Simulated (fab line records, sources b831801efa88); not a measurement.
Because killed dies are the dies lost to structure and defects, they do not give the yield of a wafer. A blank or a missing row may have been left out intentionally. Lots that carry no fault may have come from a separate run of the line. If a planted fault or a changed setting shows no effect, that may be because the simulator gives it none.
What tool caused it? + flow sky130 + 7 lots with 21 wafers sampled at 4 steps, on a route of 708 steps

## WHAT THE GAUGES SHOWED, per wafer
SKY_SD_N_TW_MEAS_12.
| lot  | measured     | on           | SD_N_TW        |
|------|--------------|--------------|----------------|
| L330 | day 28 02:38 | filmMetro-02 | 3993 3977 3966 |
| L332 | day 28 15:34 | filmMetro-01 | 3880 3856 3858 |
| L334 | day 29 21:14 | filmMetro-02 | 4015 4005 4009 |
| L336 | day 30 12:59 | filmMetro-01 | 3875 3866 3857 |
| L339 | day 31 18:31 | filmMetro-04 | 4014 4014 3999 |
| L342 | day 32 15:43 | filmMetro-01 | 29 29 29       |
| L351 | day 35 17:47 | filmMetro-04 | 4001 3987 3995 |

## WHAT TOOL EACH LOT RAN ON (gives the tool, then ch and the chambers of the sampled wafers, and finally the start)
| lot  | SKY_LDD_HVN_STRIP_09                | SKY_RES_XHIGH_STRIP_08              | SKY_SD_N_STRIP_11                   |
|------|-------------------------------------|-------------------------------------|-------------------------------------|
| L330 | plasmaAsher-02 ch 0,1, day 20 14:51 | plasmaAsher-01 ch 0,1, day 26 21:58 | plasmaAsher-01 ch 0,1, day 28 02:31 |
| L332 | plasmaAsher-02 ch 0,1, day 21 03:34 | plasmaAsher-03 ch 0,1, day 27 10:43 | plasmaAsher-01 ch 0,1, day 28 15:28 |
| L334 | plasmaAsher-02 ch 0,1, day 22 10:45 | plasmaAsher-04 ch 0,1, day 28 15:49 | plasmaAsher-02 ch 0,1, day 29 21:08 |
| L336 | plasmaAsher-01 ch 0,1, day 23 04:33 | plasmaAsher-03 ch 0,1, day 29 08:01 | plasmaAsher-02 ch 0,1, day 30 12:53 |
| L339 | plasmaAsher-03 ch 0,1, day 24 10:37 | plasmaAsher-01 ch 0,1, day 30 15:23 | plasmaAsher-02 ch 0,1, day 31 18:25 |
| L342 | plasmaAsher-02 ch 0,1, day 25 10:49 | plasmaAsher-03 ch 0,1, day 31 12:02 | plasmaAsher-02 ch 0,1, day 32 15:37 |
| L351 | plasmaAsher-02 ch 0,1, day 28 20:30 | plasmaAsher-01 ch 0,1, day 34 15:10 | plasmaAsher-01 ch 0,1, day 35 17:41 |
- SKY_LDD_HVN_STRIP_09: strips in O2/N2.
- SKY_RES_XHIGH_STRIP_08: strips in O2/N2.
- SKY_SD_N_STRIP_11: strips in O2/N2.

## THE ANSWER, worked out from the rows above alone
Rule: what is usual is taken from the lots themselves. Put in order of their means at a reading, lots are off if they are a third of the lots or fewer, leave a main group of 4 or more, and stand apart from it by a gap of 3 or more times the standard deviation of the main group's means; of several such gaps the widest counts. A main group whose means are all the same, to the digits that the tables above print for the reading, isn't used. A lot without any number at a reading at which 4 lots or more have one is off too. Any other lot the step has rows for is counted as sound.
Off: at SKY_SD_N_TW_MEAS_12 (SD_N_TW), L342. The main group: mean 3954, standard deviation 63.
A tool fits if, at a process step before that reading, it ran every lot that is off, and no sound lot after the first of them. The gauges at SKY_SD_N_TW_MEAS_12 are tried like those tools. Can't be told from this: 3 tools fit, plasmaAsher-03 at SKY_RES_XHIGH_STRIP_08, plasmaAsher-02 at SKY_SD_N_STRIP_11, filmMetro-01 at SKY_SD_N_TW_MEAS_12.

## WHAT HAD BEEN PUT IN BY THE SIMULATOR
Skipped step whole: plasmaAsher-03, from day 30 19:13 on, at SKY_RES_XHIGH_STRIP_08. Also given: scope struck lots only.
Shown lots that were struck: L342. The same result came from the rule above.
